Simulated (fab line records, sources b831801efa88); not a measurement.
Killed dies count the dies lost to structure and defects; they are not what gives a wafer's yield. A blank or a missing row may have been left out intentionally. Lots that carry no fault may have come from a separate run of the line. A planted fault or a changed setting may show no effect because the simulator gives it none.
Chamber matching ; flow sky130 ; SKY_LI_CONTACT_CMP_02 on cmp-01: 4 sister chambers
The step polishes PSG. 18 wafers are shown with their chamber, then 9 later ones without.

WAFERS, EACH WITH ITS CHAMBER
wafer;chamber;motor_current_A (A);time_to_endpoint_s (s)
L814.3;1;14.9;25.5
L814.5;3;11.3;27.4
L814.6;0;10.4;26.6
L819.1;3;11.5;32.8
L819.3;2;11.3;34.1
L819.5;3;10.9;28.3
L821.3;3;11.2;31.6
L821.5;3;10.9;32.1
L821.6;0;9.6;27.4
L830.1;2;11.5;30.7
L830.5;1;14.3;32.1
L830.6;2;11.6;29.4
L831.1;0;9.9;30.9
L831.3;2;12.2;32.5
L831.5;0;10.2;34.2
L832.1;0;10.7;32.5
L832.4;2;12.4;33.3
L832.6;0;10.4;36.5

SIGNATURES, as means of the wafers listed above
reading;chamber 0;chamber 1;chamber 2;chamber 3;scatter within a chamber
motor_current_A;10.200;14.600;11.800;11.160;0.39
time_to_endpoint_s;31.350;28.800;32.000;30.440;3.1
Rule: for each reading, subtract the chamber's mean from the wafer's reading, divide by that reading's scatter and square the result; add these up over the readings and take the root, which gives the wafer's distance from the chamber. The wafer belongs to the nearest chamber; if the next one is less than 2 further off, it can't be placed. How the scatter is found: for the shown wafers, subtract from each reading the mean of its chamber, square and add these, divide the total by (wafers less chambers), then take the root.

WAFERS WHOSE CHAMBER IS MISSING
wafer;motor_current_A (A);time_to_endpoint_s (s)
L833.2;12.2;31.7
L833.3;14.7;35.5
L833.5;10.1;32.4
L834.2;14.7;34.9
L834.5;12.2;35.3
L834.6;11.1;32.3
L836.2;14.1;33.3
L836.3;10.2;34.9
L836.6;11.2;32.5

EACH ONE'S CHAMBER
wafer;from the rows above;in truth
L833.2;can't be placed: 2 or 3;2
L833.3;1;1
L833.5;0;0
L834.2;1;1
L834.5;can't be placed: 2 or 3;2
L834.6;can't be placed: 3 or 2 or 0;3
L836.2;1;1
L836.3;can't be placed: 0 or 3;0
L836.6;can't be placed: 3 or 2 or 0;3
Correctly placed: 4 of 9. Not placeable from these rows: 5 (in 5, the candidates include the true chamber). Placed wrongly: 0.
